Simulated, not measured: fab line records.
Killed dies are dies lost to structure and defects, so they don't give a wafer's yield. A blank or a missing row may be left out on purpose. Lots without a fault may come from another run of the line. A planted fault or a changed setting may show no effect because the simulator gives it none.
fab line records -- flow sky130
record: lots: 4, wafers: 12, lastDay: 50
route steps=708 shown LOCAL_INTERCONNECT@400 CONTACT@406 PAD_OPEN@708
lots untouched by any fault: they come from a run of this same line in which no faults occurred
startH: hours from the record's opening day to when the first of the lot's shown wafers began -- waitH: hours since the lot's step before -- " repeats the value in the row above -- L1.1+2: one row covering several wafers at once -- - no value present, or no start provided -- * or withheld: withheld -- < > ~ a bound
route shown NAME@n: NAME is a module with steps in the file, n the number in the route of the first one -- usual: the fault-free wafers' mean and standard deviation -- same: alike in all rows -- chamber/n: place in a boat -- sites: the reading at each site -- _std_site: standard deviation of those values -- _edge_site: the outer-site mean with the inner-site mean subtracted -- radiusMm: how far each site lies from the wafer's centre -- mask NAME#n: copy n -- behind: the tool/chamber that last shaped the wafer -- hold: why the lot was held/for how many hours/how that ended -- device: names the non-switching transistor (n, p or np) -- end of line: tests of these same wafers at the route's end -- for a step that has no rows: nothing shown but its recipe -- killed: the dies lost at the first sort to structure and to defects; this is not the yield of the wafer -- map: dies across one wafer; x = killed, . = not, _ = none there
set.NAME: the setting that was run; set.NAME@STEP: the one run at that earlier step -- model.NAME: the simulator's own value behind a step, which no gauge read
lots at selected steps of the route; one table per step, one row per wafer
services: a tool's chamber out of use, with start hour (startH, from the record's first day; less than 0 if before it), hours out, and reason
== steps ==
step: SKY_LOCAL_INTERCONNECT_ETCH_13
recipe: chemistry: N2/H2, target: BARC, ionEnergyEv: 200, biasW: 100, pressureMtorr: 30, n2FlowSccm: 100, h2FlowSccm: 200, icpW: 500, stopOn: SiO2, timeS: 45.9, targetDepthA: 600
step: SKY_LOCAL_INTERCONNECT_METAL_ETCH_14
recipe: targetDepthNm: 110, stopOn: PSG, chemistry: Cl2/BCl3, target: TiN, resistSidewallDeg: 88, pressureMtorr: 10, icpW: 900, biasW: 48.5, Cl2_flow_sccm: 60, bcl3FlowSccm: 30, timeS: 31.4
step: SKY_LOCAL_INTERCONNECT_STRIP_15
recipe: chemistry: O2/N2, powerW: 1400, pressureMtorr: 1500, platenTempC: withheld, o2FlowSccm: 3000, n2FlowSccm: 300, overashFraction: 0.5
step: SKY_LOCAL_INTERCONNECT_STRIP_16
recipe: chemistry: postEtchResidueRemover, timeS: 1200, tempC: 72.5
step: SKY_LOCAL_INTERCONNECT_CLEAN_17
recipe: chemistry: IPA, timeS: 180, tempC: 25
step: SKY_LOCAL_INTERCONNECT_CLEAN_18
recipe: chemistry: O3/DIW, dry: n2Spin
step: SKY_CONTACT_CVD_00
recipe: material: Si3N4, targetThkNm: 75, tempC: 400, timeS: withheld, rfW: 450
step: SKY_CONTACT_HDPCVD_02
recipe: material: SiO2, targetThkNm: 565, sigmaOpenFrac: 0.3, timeS: 94.2, tempC: 600, sih4FlowSccm: 60, pressureMtorr: 6
step: SKY_CONTACT_CMP_04
recipe: material: SiO2, downForcePsi: 4, platenRpm: 60, padVelocityMS: 0.94248
usual: headPressurePsi: 4.000/0.0081, motorCurrentA: 12.8/1.1, timeToEndpointS: 81/4.8
lot.wafer,tool,chamber,startH,waitH,headPressurePsi,motorCurrentA,timeToEndpointS,model.SiO2_of_CONTACT_HDPCVD_02.thkNm
L404.2,cmp-02,2,707.92,0.1,4.005,11.7,77,340.8
L404.3,cmp-02,3,707.92,0.1,3.997,11.7,71,339.3
L404.1,cmp-02,0,707.92,0.1,3.995,14.4,71,338.1
L418.3,cmp-02,1,842.52,0.0,1.081,6.1,105,477
L418.2,cmp-02,0,842.52,0.0,1.095,7.4,106,476.7
L418.6,cmp-02,1,842.52,0.0,1.088,6.3,105,477
L414.4,cmp-02,3,844.27,0.0,1.077,5.9,107,479.8
L414.3,cmp-02,2,844.27,0.0,1.080,5.9,102,474.5
L414.6,cmp-02,3,844.27,0.0,1.068,6.0,103,473.5
L423.4,cmp-01,2,868.32,0.1,3.993,13.2,87,339.6
L423.3,cmp-01,0,868.32,0.1,4.001,13.3,74,337.1
L423.6,cmp-01,1,868.32,0.1,3.993,14.2,80,338.2
step: SKY_CONTACT_DEHYDRATE_06
recipe: tempC: 200, timeS: 60
step: SKY_CONTACT_HMDS_07
recipe: primeTimeS: 60, primeTempC: 120
step: SKY_CONTACT_COAT_08
recipe: resist: BARC, tempC: withheld, timeS: withheld, spinRpm: 3000, resistThkNm: 60
step: SKY_CONTACT_COAT_09
recipe: resist: KrF-thick, spinRpm: 3000, resistThkNm: 450
step: SKY_CONTACT_SOFTBAKE_10
recipe: tempC: 100, timeS: 90, resist: KrF-thick
step: SKY_CONTACT_EXPOSE_11
recipe: maskId: CTM1, na: 0.8, sourceShape: annular, sigmaInner: 0.55, sigmaOuter: 0.85, targetCdNm: 170, doseMj: 38
step: SKY_CONTACT_PEB_12
recipe: pebTempC: withheld, pebTimeS: withheld, resist: KrF-thick
step: SKY_CONTACT_DEVELOP_13
recipe: developTimeS: 60, resist: KrF-thick, devTempC: 21
step: SKY_CONTACT_ETCH_16
recipe: chemistry: N2/H2, target: BARC, ionEnergyEv: 200, sourceW: 500, biasW: 100, pressureMtorr: 30, n2FlowSccm: 100, h2FlowSccm: 200, stopOn: SiO2, timeS: 45.9, targetDepthA: 600
step: SKY_CONTACT_ETCH_17
recipe: target: SiO2, chemistry: C4F8/O2/Ar, stopOn: Si3N4, maskMaterial: KrF-thick, sourceW: 1500, biasW: 1200, pressureMtorr: 40, c4f8FlowSccm: withheld, O2_flow_sccm: 6, Ar_flow_sccm: 300, timeS: withheld, targetDepthA: 3400
usual: oesProductAu: 0.891/0.0047
lot.wafer,tool,chamber,startH,waitH,oesProductAu,model.CONTACT.featureDepthNm,model.etch.depthNm
L404.1,rieDiel-04,2,736.88,0.0,0.888,338.1,338.1
L404.2,rieDiel-04,0,736.88,0.0,0.889,340.8,340.8
L404.3,rieDiel-04,3,736.88,0.0,0.890,339.3,339.3
L418.2,rieDiel-04,0,868.85,0.0,1.006,413.2,413.2
L418.3,rieDiel-04,1,868.85,0.0,1.002,415.5,415.5
L418.6,rieDiel-04,3,868.85,0.0,1.001,410.6,410.6
L414.3,rieDiel-03,3,870.10,0.0,1.008,413,413
L414.4,rieDiel-03,2,870.10,0.0,1.003,411,411
L414.6,rieDiel-03,3,870.10,0.0,1.001,415.8,415.8
L423.3,rieDiel-04,2,895.08,0.0,0.893,337.1,337.1
L423.4,rieDiel-04,0,895.08,0.0,0.894,339.6,339.6
L423.6,rieDiel-04,2,895.08,0.0,0.889,338.2,338.2
step: SKY_CONTACT_ETCH_18
recipe: target: Si3N4, chemistry: CHF3/O2, stopOn: TiN, sourceW: 600, biasW: 200, pressureMtorr: 40, chf3FlowSccm: 50, O2_flow_sccm: 5, timeS: 39, targetDepthA: 750
usual: drypumpMotorCurrentA: 5.6/0.52, oesProductAu: 0.856/0.0087, throttleValvePct: 8.794/0.0094
lot.wafer,tool,chamber,startH,waitH,drypumpMotorCurrentA,oesProductAu,rfHoursCounterH,throttleValvePct
L404.1,rieDiel-04,2,-,-,5.6,0.846,6,8.795
L404.2,rieDiel-04,0,-,-,6.0,0.857,17,8.790
L404.3,rieDiel-04,3,-,-,4.9,0.848,2,8.792
L418.2,rieDiel-04,0,-,-,6.0,0.422,21,8.689
L418.3,rieDiel-04,1,-,-,5.6,0.440,22,8.683
L418.6,rieDiel-04,3,-,-,4.9,0.401,-,8.676
L414.3,rieDiel-03,3,-,-,5.2,0.455,15,8.689
L414.4,rieDiel-03,2,-,-,4.8,0.410,16,8.679
L414.6,rieDiel-03,3,-,-,5.3,0.496,-,8.713
L423.3,rieDiel-04,2,-,-,5.6,0.855,12,8.793
L423.4,rieDiel-04,0,-,-,6.0,0.866,21,8.799
L423.6,rieDiel-04,2,-,-,5.6,0.857,-,8.796
step: SKY_CONTACT_STRIP_19
recipe: chemistry: O2/N2, powerW: 1400, pressureMtorr: 1500, platenTempC: withheld, o2FlowSccm: 3000, n2FlowSccm: 300, overashFraction: 0.5
step: SKY_CONTACT_STRIP_20
recipe: chemistry: postEtchResidueRemover, timeS: 1200, tempC: 72.5
step: SKY_CONTACT_CLEAN_21
recipe: chemistry: IPA, timeS: 180, tempC: 25
step: SKY_CONTACT_CLEAN_22
recipe: chemistry: O3/DIW, dry: n2Spin
step: SKY_CONTACT_SPUTTER_23
recipe: material: TiN, targetThkNm: 20, chamberPressurePa: 5, powerW: 4000, timeS: 80
step: SKY_CONTACT_CVD_24
recipe: material: W, targetThkNm: 340, timeS: 102.12, tempC: 400, pressureTorr: 40
step: SKY_CONTACT_CMP_27
recipe: stopOn: SiO2, tOverpolishS: 15, downForcePsi: 3.5, platenRpm: 60, targetThkNm: 0, padVelocityMS: 0.94248
usual: headPressurePsi: 3.501/0.0073, motorCurrentA: 11.8/1
lot.wafer,tool,chamber,startH,waitH,headPressurePsi,motorCurrentA,model.SiO2_of_CONTACT_HDPCVD_02.thkNm
L404.1,cmp-02,0,737.92,0.1,3.493,12.8,334.9
L404.3,cmp-02,2,737.92,0.1,3.495,10.5,336.1
L404.2,cmp-02,3,737.92,0.1,3.493,10.6,337.6
L418.2,cmp-02,0,869.93,0.0,3.507,13.2,473.6
L418.3,cmp-02,1,869.93,0.0,3.495,11.6,473.8
L418.6,cmp-02,1,869.93,0.0,3.499,11.2,473.8
L414.4,cmp-02,1,871.28,0.0,3.502,11.6,476.6
L414.3,cmp-02,0,871.28,0.0,3.506,12.5,471.3
L414.6,cmp-02,1,871.28,0.0,3.487,11.3,470.3
L423.3,cmp-02,2,896.16,0.0,3.490,11.1,333.9
L423.4,cmp-02,1,896.16,0.0,3.503,11.4,336.4
L423.6,cmp-02,3,896.16,0.0,3.518,11.1,335
step: SKY_PAD_OPEN_PROBE_99
usual: killed_at_M0_to_M3: 43/7.3, killed_at_M4_up: 3.4/1.7, killedAtContacts: 24/4.5, killedAtFrontEnd: 16/4.4, killedAtOther: 0.2/0.51, killedDies: 86/9.7, killedOnRim: 17/3.7, killedOpen: 46/6.6, killedShort: 39/7.1
same: grossDies: 492, killedAtBackSide: 0
lot.wafer,tool,chamber,startH,waitH,killed_at_M0_to_M3,killed_at_M4_up,killedAtContacts,killedAtFrontEnd,killedAtOther,killedDies,killedOnRim,killedOpen,killedShort
L404.1,prober-01,-,1076.68,0.1,41,3,19,26,0,89,15,49,38
L404.2,prober-01,-,1076.73,0.1,46,3,21,10,0,80,14,44,35
L404.3,prober-01,-,1076.78,0.2,33,1,23,13,0,70,14,44,25
L418.2,prober-01,-,1171.14,0.1,41,2,429,20,0,492,96,51,31
L418.3,prober-01,-,1171.19,0.2,52,5,415,20,0,492,96,42,53
L418.6,prober-01,-,1171.34,0.2,45,2,438,6,1,492,96,37,37
L414.3,prober-01,-,1175.53,0.2,42,6,432,12,0,492,96,47,36
L414.4,prober-01,-,1175.58,0.2,34,2,443,12,1,492,96,35,33
L414.6,prober-01,-,1175.68,0.2,38,2,432,20,0,492,96,43,38
L423.3,prober-01,-,1191.30,0.3,33,5,26,15,0,79,14,44,35
L423.4,prober-01,-,1191.35,0.3,32,1,22,20,0,75,16,39,36
L423.6,prober-01,-,1191.45,0.3,48,2,29,10,0,89,20,52,37
killed by level:class
L404.1 VIA2:geometricParticle:open=14 VIA1:geometricParticle:open=8 FIELD_ISO:geometricParticle:short=7 FIELD_ISO:geometricParticle:open=6 CONTACT:geometricParticle:short=5 CONTACT:geometricParticle:open=5 VIA3:geometricParticle:open=5 POLY_GATE:geometricParticle:short=4
L404.2 VIA1:geometricParticle:open=14 CONTACT:geometricParticle:open=7 VIA2:geometricParticle:open=7 VIA3:geometricParticle:open=6 POLY_GATE:geometricParticle:short=4 LI_CONTACT:geometricParticle:open=4 LOCAL_INTERCONNECT:geometricParticle:short=4 METAL1:geometricParticle:short=4
L404.3 CONTACT:geometricParticle:open=13 VIA3:geometricParticle:open=8 VIA2:geometricParticle:open=5 VIA1:geometricParticle:short=4 VIA1:geometricParticle:open=4 FIELD_ISO:geometricParticle:short=3 FIELD_ISO:geometricParticle:open=3 POLY_GATE:geometricParticle:open=3
L418.2 CONTACT:areaCmp=410 VIA1:geometricParticle:open=9 CONTACT:geometricParticle:open=7 FIELD_ISO:geometricParticle:open=6 POLY_GATE:geometricParticle:open=6 LI_CONTACT:geometricParticle:open=5 METAL2:geometricParticle:short=5 VIA2:geometricParticle:open=5
L418.3 CONTACT:areaCmp=397 VIA1:geometricParticle:open=11 VIA3:geometricParticle:open=9 FIELD_ISO:geometricParticle:short=7 METAL3:geometricParticle:short=7 METAL2:geometricParticle:short=6 CONTACT:geometricParticle:short=6 LI_CONTACT:geometricParticle:open=5
L418.6 CONTACT:areaCmp=418 VIA1:geometricParticle:open=8 VIA3:geometricParticle:open=7 METAL2:geometricParticle:short=7 CONTACT:geometricParticle:open=7 METAL1:geometricParticle:short=7 CONTACT:geometricParticle:short=6 VIA2:geometricParticle:open=6
L414.3 CONTACT:areaCmp=407 VIA1:geometricParticle:open=10 METAL1:geometricParticle:short=7 CONTACT:geometricParticle:open=7 LI_CONTACT:geometricParticle:open=6 LI_CONTACT:geometricParticle:short=5 VIA3:geometricParticle:short=5 VIA2:geometricParticle:open=5
L414.4 CONTACT:areaCmp=422 VIA2:geometricParticle:open=7 LI_CONTACT:geometricParticle:open=6 CONTACT:geometricParticle:short=6 CONTACT:geometricParticle:open=5 METAL1:geometricParticle:open=5 LI_CONTACT:geometricParticle:short=4 METAL1:geometricParticle:short=4
L414.6 CONTACT:areaCmp=411 FIELD_ISO:geometricParticle:open=7 METAL1:geometricParticle:short=7 VIA1:geometricParticle:open=7 METAL2:geometricParticle:short=6 CONTACT:geometricParticle:open=5 VIA2:geometricParticle:short=5 POLY_GATE:geometricParticle:short=4
L423.3 CONTACT:geometricParticle:open=13 VIA1:geometricParticle:open=11 CONTACT:geometricParticle:short=7 LI_CONTACT:geometricParticle:open=6 FIELD_ISO:geometricParticle:short=4 METAL2:geometricParticle:short=4 VIA2:geometricParticle:open=4 FIELD_ISO:geometricParticle:open=3
L423.4 CONTACT:geometricParticle:open=10 FIELD_ISO:geometricParticle:open=5 POLY_GATE:geometricParticle:open=5 LOCAL_INTERCONNECT:geometricParticle:short=5 METAL2:geometricParticle:short=5 METAL1:geometricParticle:short=4 VIA1:geometricParticle:short=4 VIA1:geometricParticle:open=4
L423.6 VIA1:geometricParticle:open=13 CONTACT:geometricParticle:open=12 VIA2:geometricParticle:open=10 LI_CONTACT:geometricParticle:open=7 FIELD_ISO:geometricParticle:short=6 VIA1:geometricParticle:short=6 CONTACT:geometricParticle:short=5 METAL1:geometricParticle:short=5
map L414.3 (x killed, . not)
__________xxxxxxxxxx_________
________xxxxxxxxxxxxxx_______
______xxxxxxxxxxxxxxxxxx_____
_____xxxxxxxxxxxxxxxxxxxx____
____xxxxxxxxxxxxxxxxxxxxxx___
___xxxxxxxxxxxxxxxxxxxxxxxx__
__xxxxxxxxxxxxxxxxxxxxxxxxxx_
_xxxxxxxxxxxxxxxxxxxxxxxxxxxx
_xxxxxxxxxxxxxxxxxxxxxxxxxxxx
_xxxxxxxxxxxxxxxxxxxxxxxxxxxx
_xxxxxxxxxxxxxxxxxxxxxxxxxxxx
_xxxxxxxxxxxxxxxxxxxxxxxxxxxx
_xxxxxxxxxxxxxxxxxxxxxxxxxxxx
_xxxxxxxxxxxxxxxxxxxxxxxxxxxx
_xxxxxxxxxxxxxxxxxxxxxxxxxxxx
__xxxxxxxxxxxxxxxxxxxxxxxxxx_
___xxxxxxxxxxxxxxxxxxxxxxxx__
____xxxxxxxxxxxxxxxxxxxxxx___
_____xxxxxxxxxxxxxxxxxxxx____
______xxxxxxxxxxxxxxxxxx_____
________xxxxxxxxxxxxxx_______
__________xxxxxxxxxx_________
map L418.2 (x killed, . not)
__________xxxxxxxxxx_________
________xxxxxxxxxxxxxx_______
______xxxxxxxxxxxxxxxxxx_____
_____xxxxxxxxxxxxxxxxxxxx____
____xxxxxxxxxxxxxxxxxxxxxx___
___xxxxxxxxxxxxxxxxxxxxxxxx__
__xxxxxxxxxxxxxxxxxxxxxxxxxx_
_xxxxxxxxxxxxxxxxxxxxxxxxxxxx
_xxxxxxxxxxxxxxxxxxxxxxxxxxxx
_xxxxxxxxxxxxxxxxxxxxxxxxxxxx
_xxxxxxxxxxxxxxxxxxxxxxxxxxxx
_xxxxxxxxxxxxxxxxxxxxxxxxxxxx
_xxxxxxxxxxxxxxxxxxxxxxxxxxxx
_xxxxxxxxxxxxxxxxxxxxxxxxxxxx
_xxxxxxxxxxxxxxxxxxxxxxxxxxxx
__xxxxxxxxxxxxxxxxxxxxxxxxxx_
___xxxxxxxxxxxxxxxxxxxxxxxx__
____xxxxxxxxxxxxxxxxxxxxxx___
_____xxxxxxxxxxxxxxxxxxxx____
______xxxxxxxxxxxxxxxxxx_____
________xxxxxxxxxxxxxx_______
__________xxxxxxxxxx_________
== services ==
tool,chamber,startH,hours,kind
rieDiel-04,2,688.98,5.5,repair
cmp-02,-,700.50,3.7,repair
rieDiel-03,-,712.03,15.6,pm
cmp-01,-,737.15,1.1,repair
cmp-02,-,742.00,1.2,repair
cmp-01,-,744.00,4.0,pm
cmp-01,-,748.00,-,consumableReplace:conditioner
cmp-01,-,748.00,-,consumableReplace:pad
rieDiel-03,0,753.09,7.5,repair
rieDiel-04,3,757.67,8.2,repair
cmp-01,-,760.63,5.4,pm
cmp-02,-,774.88,3.5,repair
rieDiel-03,1,790.67,6.4,repair
cmp-02,-,817.34,4.3,pm
cmp-01,-,824.61,0.8,repair
rieDiel-04,0,870.81,1.3,repair
cmp-01,-,871.74,0.4,repair
rieDiel-03,1,882.30,14.7,repair
cmp-01,-,886.63,3.1,repair
== key ==
firstSign: step: SKY_CONTACT_CMP_04, reading: headPressurePsi, direction: down, sigmas: 99+, usual: 4.000, struck: 1.081
effect: step: SKY_CONTACT_CMP_04, reading: motorCurrentA, direction: down, sigmas: 5.7, usual: 12.8, struck: 6.3
effect: step: SKY_CONTACT_ETCH_17, reading: oesProductAu, direction: up, sigmas: 24, usual: 0.891, struck: 1.004
effect: step: SKY_CONTACT_ETCH_18, reading: oesProductAu, direction: down, sigmas: 48, usual: 0.856, struck: 0.437
effect: step: SKY_PAD_OPEN_PROBE_99, reading: killedAtContacts, direction: up, sigmas: 90, usual: 24, struck: 432
modelEffect: step: SKY_CONTACT_CMP_04, value: SiO2_of_CONTACT_HDPCVD_02.thkNm, without: 339, struck: 476.4
modelEffect: step: SKY_CONTACT_ETCH_17, value: CONTACT.featureDepthNm, without: 339, struck: 413.2
modelEffect: step: SKY_CONTACT_CMP_27, value: SiO2_of_CONTACT_HDPCVD_02.thkNm, without: 335.8, struck: 473.2
moreKillsBornAt: SKY_CONTACT_CMP_04@cmp-02: 2465
metAt SKY_CONTACT_CMP_04
struckWafers L414.3,L414.4,L414.6,L418.2,L418.3,L418.6
laterRowsLeftOut L414.3,L414.4,L414.6,L418.2,L418.3,L418.6
testerLeftOut L414,L418
onsetBetween 707.92 842.52
fault: kind: processParameterDrift, tool: cmp-02, chamber: -, onsetH: 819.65, steps: SKY_CONTACT_CMP_04, channel: downForcePsi, offset: -2.9192, shape: step, endH: 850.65, actsIn: theseRecipesOnly, stated: 4
testerLeftOut: of these lots the tester's yield and bins aren't shown, on N5 and GAA mostly nor the transistor test; their killed dies are dies lost to structure and defects alone, not to doping, threshold or leakage, so they don't give the yield
laterRowsLeftOut: the simulator's readings of these wafers behind a module that went badly wrong aren't trusted and aren't shown, but for the sort
